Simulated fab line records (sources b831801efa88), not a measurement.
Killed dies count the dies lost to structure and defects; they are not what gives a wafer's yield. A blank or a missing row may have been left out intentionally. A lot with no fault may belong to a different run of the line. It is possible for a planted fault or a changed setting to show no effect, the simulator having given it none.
Comparing a struck lot with a sound one / flow sky130 / 14 out of 708 route steps
Sound: these wafers, L118.1, L118.4, L118.6. The struck wafers were L125.1, L125.4, L125.6. Last of all comes the cause.
Order at every step that has rows: each side's tool, ch and its chambers, its first start. Under that, the readings that differ: sound wafers / struck wafers / difference of the means / sigmas: that difference in standard deviations of wafers without a fault.
alike: readings with means less than 2 such deviations apart, plus words and numbers identical on both sides. not compared: withheld readings, readings lacking a value on some wafer, bounds such as >300 that could conceal the same value, and numbers that have no deviation in the record and whose values overlap.
A row with sigmas, a row that says differs or no value, or rows on one side alone: a step with any of these is where the two part. Non-overlapping numbers with no deviation appear without sigmas and do not part them. A reading missing from all wafers of one side parts the sides only when that side holds two or more wafers.

SKY_CONTACT_ETCH_17: etches SiO2 in C4F8/O2/Ar, stops on Si3N4, target depth 340 nm.
  sound on rie_diel-02 ch 0,2, day 33 20:53; struck on rie_diel-04 ch 1,3, day 35 11:19
  alike: oes_product_au
then, 5 steps without rows for these wafers: SKY_CONTACT_ETCH_18 (etches Si3N4 in CHF3/O2, stops on TiN, time 39 s, target depth 75 nm); SKY_CONTACT_STRIP_19 (strips in O2/N2); SKY_CONTACT_STRIP_20 (strips in post etch residue remover, time 1200 s); SKY_CONTACT_CLEAN_21 (cleans in IPA, time 180 s); SKY_CONTACT_CLEAN_22 (cleans in O3/DIW).
SKY_CONTACT_SPUTTER_23: material TiN, target thk 20 nm, time 80 s.
  sound on pvd_sputter-03, day 33 21:34; struck on pvd_sputter-02, day 35 12:02
  alike: cathode_dc_power_W, chamber_pressure_pa, throttle_valve_pct
SKY_CONTACT_CVD_24: deposits W, target thk 340 nm, time 102.12 s.
  sound on cvd_w-01 ch 0,1, day 33 21:38; struck on cvd_w-01 ch 0,1, day 35 12:06
  alike: heater_power_w
SKY_CONTACT_RS_MEAS_25: uses a four-point probe to measure.
  sound on film_metro-02, day 33 21:44; struck on film_metro-02, day 35 12:13
  alike: CONTACT_W_RS
SKY_CONTACT_THK_MEAS_26: measures by xrf.
  sound on film_metro-02, day 33 21:52; struck on film_metro-02, day 35 12:20
  alike: CONTACT_W_THK
SKY_CONTACT_CMP_27: polishes, stops on SiO2, t overpolish 15 s, target thk 0 nm.
  sound on cmp-01 ch 1,2, day 33 21:58; struck on cmp-01 ch 0,2, day 35 12:23
reading=motor_current_A (A); sound=13.1 11.1 12.3; struck=9.9 11.0 9.7; difference=-2.0; sigmas=-2
reading=time_to_endpoint_s (s); sound=83.8 81.9 88.9; struck=81.8 75.5 80.3; difference=-5.7; sigmas=-2
  alike: overpolish_run_s
then, 1 step without rows for these wafers: SKY_METAL1_SPUTTER_00 (material Ti, target thk 15 nm, time 10 s).
SKY_METAL1_SPUTTER_01: material TiN, target thk 20 nm, time 16.7 s.
  sound on pvd_sputter-02, day 33 22:14; struck on pvd_sputter-01, day 35 12:43
reading=cathode_dc_power_W (W); sound=6501.1 6501.1 6500.5; struck=8100.1 8102.4 8099.2; difference=+1599.7; sigmas=+99 or more
reading=model.TiN_of_METAL1_SPUTTER_01.thk_nm (nm); sound=19.95 20.03 19.92; struck=24.92 25.01 24.86; difference=+4.96; sigmas=
  alike: chamber_pressure_pa, throttle_valve_pct
SKY_METAL1_SPUTTER_02: material AlCu, target thk 250 nm, time 13.3 s.
  sound on pvd_sputter-02, day 33 22:16; struck on pvd_sputter-01, day 35 12:44
  alike: cathode_dc_power_W, chamber_pressure_pa, throttle_valve_pct

## WHERE THEY PART
At SKY_CONTACT_CMP_27 first; at SKY_METAL1_SPUTTER_01 last (within this record only). Later steps at which nothing parts them and some readings are alike: SKY_METAL1_SPUTTER_02.

WHY: what had been put in by the simulator
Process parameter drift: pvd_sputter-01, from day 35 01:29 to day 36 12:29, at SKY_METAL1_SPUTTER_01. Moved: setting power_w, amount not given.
